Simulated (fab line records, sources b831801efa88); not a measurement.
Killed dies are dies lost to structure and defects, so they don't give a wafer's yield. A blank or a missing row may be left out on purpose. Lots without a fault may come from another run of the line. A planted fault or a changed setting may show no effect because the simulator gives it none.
fab line records | flow sky130
record lots=11 wafers=33 last_day=50
route steps=708 shown LI_CONTACT@376 CONTACT@406
lots that met no fault: from a run of the same line without faults
start_h: hours from the record's first day to the start of the lot's first wafer shown | wait_h: hours since the lot's step before | " the same as in the row above | L1.1+2: a row that stands for several wafers | - no value, or no start given | * or withheld: withheld | < > ~ a bound
route shown NAME@n: a module of which the file shows steps, and the number in the route of the first | usual: mean/standard deviation of fault-free wafers | same: alike in all rows | chamber/n: place in a boat | sites: the reading at each site | _std_site: their standard deviation | _edge_site: outer sites' mean less inner sites' | radius_mm: how far each site lies from the wafer's centre | mask NAME#n: copy n | behind: the tool/chamber that last shaped the wafer | hold: why the lot was held/for how many hours/how that ended | device: the transistor (n, p or np) that didn't switch | end of line: the same wafers' tests at the end of the route | a step without rows: its recipe alone | killed: dies lost to structure and defects at the first sort, not the wafer's yield | map: a wafer's dies, x killed, . not, _ none there
set.NAME: the setting as run; set.NAME@STEP: as run at that earlier step | model.NAME: the simulator's own value behind a step, which no gauge read
steps of the route over a sample of lots; a table a step, a row a wafer
services: from which hour (start_h, from the record's first day; less than 0 if before it) a tool's chamber was out of use, for how many hours, and why
## steps
# step SKY_LI_CONTACT_ETCH_14
# recipe chemistry=N2/H2 target=BARC ion_energy_ev=200 source_w=500 bias_w=100 pressure_mtorr=30 n2_flow_sccm=100 h2_flow_sccm=200 stop_on=SiO2 time_s=45.9 target_depth_a=600
# usual drypump_motor_current_A=5.95/0.26 oes_product_au=0.855/0.0043 throttle_valve_pct=13.224/0.0089
# columns lot.wafer tool chamber start_h wait_h drypump_motor_current_A oes_product_au rf_hours_counter_h throttle_valve_pct
L524.1 rie_diel-01 0 684.65 0.0 6.08 0.861 15 13.214
L524.3 " 2 " " 6.33 0.856 28 13.237
L524.6 " 0 " " 6.09 0.856 - 13.237
L525.3 rie_diel-04 2 705.09 0.0 5.89 0.854 12 13.234
L525.4 " 3 " " 5.46 0.853 2 13.217
L525.6 " 2 " " 5.89 0.853 - 13.224
L527.2 rie_diel-03 2 707.50 0.0 5.74 0.862 4 13.228
L527.3 " 1 " " 5.90 0.860 5 13.220
L527.5 " 2 " " 5.74 0.852 - 13.237
L529.1 rie_diel-04 2 747.88 0.0 5.87 0.851 13 13.238
L529.4 " 0 " " 6.31 0.861 5 13.224
L529.6 " 1 " " 5.65 0.854 - 13.233
L531.2 rie_diel-04 3 750.07 0.0 5.50 0.861 3 13.234
L531.3 " 1 " " 5.66 0.851 9 13.205
L531.6 " 0 " " 6.37 0.857 - 13.219
L533.3 rie_diel-01 1 757.88 0.0 5.97 0.853 0 13.230
L533.4 " 0 " " 6.12 0.853 16 13.230
L533.6 " 1 " " 5.99 0.851 - 13.232
L536.1 rie_diel-03 2 801.37 0.0 5.75 0.853 7 13.236
L536.4 " 1 " " 5.82 0.856 8 13.206
L536.6 " 0 " " 5.54 0.854 - 13.230
L537.1 rie_diel-03 0 805.40 0.0 5.51 0.862 34 13.231
L537.2 " 3 " " 6.19 0.851 13 13.231
L537.6 " 0 " " 5.54 0.852 - 13.217
L541.3 rie_diel-01 0 812.47 0.0 6.08 0.858 18 13.211
L541.4 " 3 " " 6.04 0.848 - 13.221
L541.6 " 0 " " 6.07 0.858 - 13.234
L543.1 rie_diel-04 1 836.10 0.0 5.67 0.848 11 13.230
L543.3 " 3 " " 5.47 0.853 6 13.220
L543.4 " 2 " " 5.86 0.849 16 13.229
L544.3 rie_diel-01 0 838.29 0.0 6.15 0.856 18 13.218
L544.4 " 1 " " 5.99 0.855 3 13.235
L544.5 " 2 " " 6.32 0.858 - 13.230
# step SKY_LI_CONTACT_RS_MEAS_22
# recipe thk_meas_gauge=four-point-probe reads=W_of_LI_CONTACT_CVD_21+TiN_of_LI_CONTACT_SPUTTER_20+Ti_of_LI_CONTACT_SPUTTER_19
# usual LI_CONTACT_W_RS=0.266/0.0035
# columns lot.wafer tool chamber start_h wait_h LI_CONTACT_W_RS[ohm/sq]
L524.1 film_metro-02 - 685.34 0.1 0.266
L524.3 " - " " 0.268
L524.6 " - " " 0.271
L525.3 film_metro-01 - 705.84 0.1 0.262
L525.4 " - " " 0.259
L525.6 " - " " 0.260
L527.2 film_metro-03 - 708.21 0.1 0.267
L527.3 " - " " 0.263
L527.5 " - " " 0.270
L529.1 film_metro-02 - 748.57 0.1 0.262
L529.4 " - " " 0.264
L529.6 " - " " 0.262
L531.2 film_metro-01 - 750.79 0.1 0.261
L531.3 " - " " 0.263
L531.6 " - " " 0.261
L533.3 film_metro-01 - 758.63 0.1 0.270
L533.4 " - " " 0.260
L533.6 " - " " 0.268
L536.1 film_metro-01 - 802.09 0.1 0.262
L536.4 " - " " 0.262
L536.6 " - " " 0.262
L537.1 film_metro-02 - 806.09 0.1 0.271
L537.2 " - " " 0.266
L537.6 " - " " 0.265
L541.3 film_metro-02 - 813.21 0.1 0.267
L541.4 " - " " 0.260
L541.6 " - " " 0.261
L543.1 film_metro-01 - 836.80 0.1 0.266
L543.3 " - " " 0.269
L543.4 " - " " 0.265
L544.3 film_metro-01 - 839.01 0.1 0.268
L544.4 " - " " 0.263
L544.5 " - " " 0.269
# step SKY_CONTACT_CVD_00
# recipe material=Si3N4 target_thk_nm=75 temp_c=400 time_s=withheld rf_w=450
# usual heater_power_w=741/120
# columns lot.wafer tool chamber start_h wait_h heater_power_w
L524.1 pecvd-02 1 715.10 0.0 760
L524.3 " 1 " " 763
L524.6 " 1 " " 778
L525.3 pecvd-01 1 734.75 0.0 725
L525.4 " 1 " " 733
L525.6 " 2 " " 611
L527.2 pecvd-02 1 738.08 0.0 779
L527.3 " 2 " " 764
L527.5 " 1 " " 757
L529.1 pecvd-02 0 777.63 0.0 643
L529.4 " 0 " " 647
L529.6 " 1 " " 804
L531.2 pecvd-04 1 779.38 0.0 772
L531.3 " 0 " " 807
L531.6 " 2 " " 572
L533.3 pecvd-02 2 787.27 0.0 812
L533.4 " 1 " " 758
L533.6 " 0 " " 649
L536.1 pecvd-02 1 830.20 0.0 769
L536.4 " 1 " " 746
L536.6 " 1 " " 752
L537.1 pecvd-02 2 833.79 0.0 818
L537.2 " 0 " " 737
L537.6 " 2 " " 813
L541.3 pecvd-01 1 841.95 0.0 660
L541.4 " 0 " " 1114
L541.6 " 2 " " 636
L543.1 pecvd-01 2 865.28 0.0 597
L543.3 " 0 " " 1087
L543.4 " 0 " " 1102
L544.3 pecvd-04 2 866.42 0.0 613
L544.4 " 2 " " 613
L544.5 " 1 " " 766
# step SKY_CONTACT_THK_MEAS_01
# recipe reads=Si3N4_of_CONTACT_CVD_00
# usual CONTACT_CVD_00_THK=74.8/0.9
# columns lot.wafer tool chamber start_h wait_h CONTACT_CVD_00_THK[nm]
L524.1 film_metro-04 - 715.20 - 73.6
L524.3 " - " " 75.2
L524.6 " - " " 74.4
L525.3 film_metro-04 - 734.80 - 74.9
L525.4 " - " " 75.6
L525.6 " - " " 74.9
L527.2 film_metro-02 - 738.12 - 74.4
L527.3 " - " " 75.2
L527.5 " - " " 75.6
L529.1 film_metro-04 - 777.66 - 75.2
L529.4 " - " " 76.3
L529.6 " - " " 77.4
L531.2 film_metro-04 - 779.43 - 75.2
L531.3 " - " " 74.1
L531.6 " - " " 75.7
L533.3 film_metro-02 - 787.32 - 73.8
L533.4 " - " " 75.7
L533.6 " - " " 76.3
L536.1 film_metro-03 - 830.25 - 74.7
L536.4 " - " " 74.9
L536.6 " - " " 75.6
L537.1 film_metro-04 - 833.84 - 74.4
L537.2 " - " " 35.5
L537.6 " - " " 74.7
L541.3 film_metro-03 - 842.00 - 75.5
L541.4 " - " " 76.0
L541.6 " - " " 76.2
L543.1 film_metro-04 - 865.31 - 75.1
L543.3 " - " " 73.9
L543.4 " - " " 75.3
L544.3 film_metro-02 - 866.47 - 74.2
L544.4 " - " " 75.6
L544.5 " - " " 75.5
# step SKY_CONTACT_ETCH_16
# recipe chemistry=N2/H2 target=BARC ion_energy_ev=200 source_w=500 bias_w=100 pressure_mtorr=30 n2_flow_sccm=100 h2_flow_sccm=200 stop_on=SiO2 time_s=45.9 target_depth_a=600
# usual drypump_motor_current_A=5.7/0.45 oes_product_au=0.854/0.0049 throttle_valve_pct=13.223/0.0098
# columns lot.wafer tool chamber start_h wait_h drypump_motor_current_A oes_product_au rf_hours_counter_h throttle_valve_pct
L524.1 rie_diel-02 0 743.43 0.0 4.8 0.862 43 13.226
L524.3 " 1 " " 4.9 0.859 13 13.240
L524.6 " 1 " " 4.9 0.854 - 13.215
L525.3 rie_diel-04 2 763.05 0.0 5.9 0.853 13 13.228
L525.4 " 3 " " 5.5 0.855 4 13.211
L525.6 " 0 " " 6.3 0.849 - 13.220
L527.2 rie_diel-03 2 766.73 0.0 5.8 0.854 6 13.235
L527.3 " 3 " " 6.2 0.858 12 13.222
L527.5 " 0 " " 5.5 0.865 - 13.213
L529.1 rie_diel-02 3 805.84 0.0 5.5 0.844 9 13.229
L529.4 " 3 " " 5.5 0.855 - 13.211
L529.6 " 2 " " 4.7 0.848 - 13.216
L531.2 rie_diel-03 1 807.09 0.0 5.8 0.859 8 13.222
L531.3 " 2 " " 5.8 0.853 7 13.219
L531.6 " 0 " " 5.5 0.857 - 13.212
L533.3 rie_diel-04 2 814.99 0.0 5.9 0.863 15 13.222
L533.4 " 0 " " 6.3 0.853 - 13.221
L533.6 " 3 " " 5.5 0.857 - 13.239
L536.1 rie_diel-03 2 857.59 0.0 5.8 0.855 8 13.232
L536.4 " 1 " " 5.9 0.851 10 13.219
L536.6 " 2 " " 5.8 0.850 - 13.204
L537.1 rie_diel-04 2 860.70 0.0 5.9 0.862 17 13.218
L537.2 " 3 " " 5.5 0.859 6 13.219
L537.6 " 1 " " 5.7 0.858 - 13.220
L541.3 rie_diel-03 2 868.94 0.0 5.8 0.853 9 13.209
L541.4 " 1 " " 5.8 0.861 10 13.235
L541.6 " 2 " " 5.8 0.859 - 13.246
L543.1 rie_diel-03 0 892.00 0.0 5.6 0.851 2 13.234
L543.3 " 1 " " 5.8 0.853 11 13.226
L543.4 " 2 " " 5.7 0.856 9 13.216
L544.3 rie_diel-02 1 892.44 0.0 4.9 0.847 18 13.226
L544.4 " 0 " " 4.8 0.856 3 13.225
L544.5 " 2 " " 4.7 0.852 - 13.236
# step SKY_CONTACT_ETCH_18
# recipe target=Si3N4 chemistry=CHF3/O2 stop_on=TiN source_w=600 bias_w=200 pressure_mtorr=40 chf3_flow_sccm=50 O2_flow_sccm=5 time_s=39 target_depth_a=750
# usual drypump_motor_current_A=5.6/0.45 oes_product_au=0.853/0.0075 throttle_valve_pct=8.794/0.0098
# columns lot.wafer tool chamber start_h wait_h drypump_motor_current_A oes_product_au rf_hours_counter_h throttle_valve_pct
L524.1 rie_diel-02 0 - - 4.8 0.845 43 8.780
L524.3 " 1 " " 4.9 0.860 13 8.791
L524.6 " 1 " " 4.9 0.850 - 8.810
L525.3 rie_diel-04 2 - - 5.9 0.849 13 8.777
L525.4 " 3 " " 5.5 0.857 4 8.801
L525.6 " 0 " " 6.3 0.851 - 8.781
L527.2 rie_diel-03 2 - - 5.7 0.850 6 8.786
L527.3 " 3 " " 6.2 0.851 12 8.800
L527.5 " 0 " " 5.6 0.855 - 8.802
L529.1 rie_diel-02 3 - - 5.5 0.856 10 8.786
L529.4 " 3 " " 5.5 0.868 - 8.776
L529.6 " 2 " " 4.7 0.868 - 8.792
L531.2 rie_diel-03 1 - - 5.9 0.855 8 8.793
L531.3 " 2 " " 5.7 0.847 7 8.794
L531.6 " 0 " " 5.5 0.856 - 8.788
L533.3 rie_diel-04 2 - - 5.9 0.850 15 8.801
L533.4 " 0 " " 6.3 0.859 - 8.779
L533.6 " 3 " " 5.5 0.861 - 8.802
L536.1 rie_diel-03 2 - - 5.7 0.849 8 8.792
L536.4 " 1 " " 5.8 0.858 10 8.781
L536.6 " 2 " " 5.8 0.862 - 8.790
L537.1 rie_diel-04 2 - - 5.9 0.853 17 8.796
L537.2 " 3 " " 5.5 0.606 7 8.738
L537.6 " 1 " " 5.7 0.849 - 8.786
L541.3 rie_diel-03 2 - - 5.7 0.866 9 8.782
L541.4 " 1 " " 5.8 0.853 10 8.791
L541.6 " 2 " " 5.7 0.866 - 8.787
L543.1 rie_diel-03 0 - - 5.5 0.856 2 8.810
L543.3 " 1 " " 5.8 0.854 11 8.816
L543.4 " 2 " " 5.8 0.858 10 8.808
L544.3 rie_diel-02 1 - - 4.9 0.848 18 8.785
L544.4 " 0 " " 4.8 0.861 3 8.791
L544.5 " 2 " " 4.7 0.851 - 8.808
## services
# columns tool chamber start_h hours kind
rie_diel-03 - 661.81 1.2 repair
rie_diel-03 - 668.61 0.7 repair
rie_diel-01 1 673.06 23.8 repair
pecvd-01 - 675.13 1.4 repair
pecvd-02 - 694.65 6.0 pm
pecvd-02 - 705.28 5.1 repair
rie_diel-01 2 705.83 6.2 repair
pecvd-01 - 707.34 1.9 repair
pecvd-02 2 709.37 20.0 repair
rie_diel-02 3 721.32 6.1 repair
rie_diel-02 3 728.41 6.9 repair
rie_diel-01 1 733.91 6.7 repair
rie_diel-01 0 735.58 19.3 repair
pecvd-01 - 736.40 0.4 repair
pecvd-01 - 783.16 18.0 repair
rie_diel-01 1 789.01 3.9 repair
rie_diel-01 - 790.82 2.8 pm
rie_diel-04 3 798.37 5.8 repair
pecvd-02 2 811.55 20.1 repair
rie_diel-04 1 814.28 2.7 repair
rie_diel-04 - 828.50 0.4 repair
rie_diel-03 - 837.99 0.5 repair
rie_diel-02 0 859.79 3.9 repair
rie_diel-04 1 864.38 19.1 repair
## key
first_sign step=SKY_CONTACT_THK_MEAS_01 reading=CONTACT_CVD_00_THK direction=down sigmas=44 usual=74.8 struck=35.5
effect step=SKY_CONTACT_ETCH_18 reading=oes_product_au direction=down sigmas=33 usual=0.853 struck=0.606
met_at SKY_CONTACT_CVD_00
struck_lots L537
struck_wafers L537.2
tester_left_out L537
not_acting_at SKY_LI_CONTACT_ETCH_14,SKY_LI_CONTACT_RS_MEAS_22,SKY_CONTACT_ETCH_16
onset_between 787.27 833.79
fault kind=process_parameter_drift tool=pecvd-02 chamber=0 onset_h=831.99 steps=SKY_CONTACT_CVD_00 channel=time_s offset=withheld shape=step end_h=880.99 acts_in=*
# tester_left_out: of these lots the tester's yield and bins aren't shown, on N5 and GAA mostly nor the transistor test; their killed dies are dies lost to structure and defects alone, not to doping, threshold or leakage, so they don't give the yield
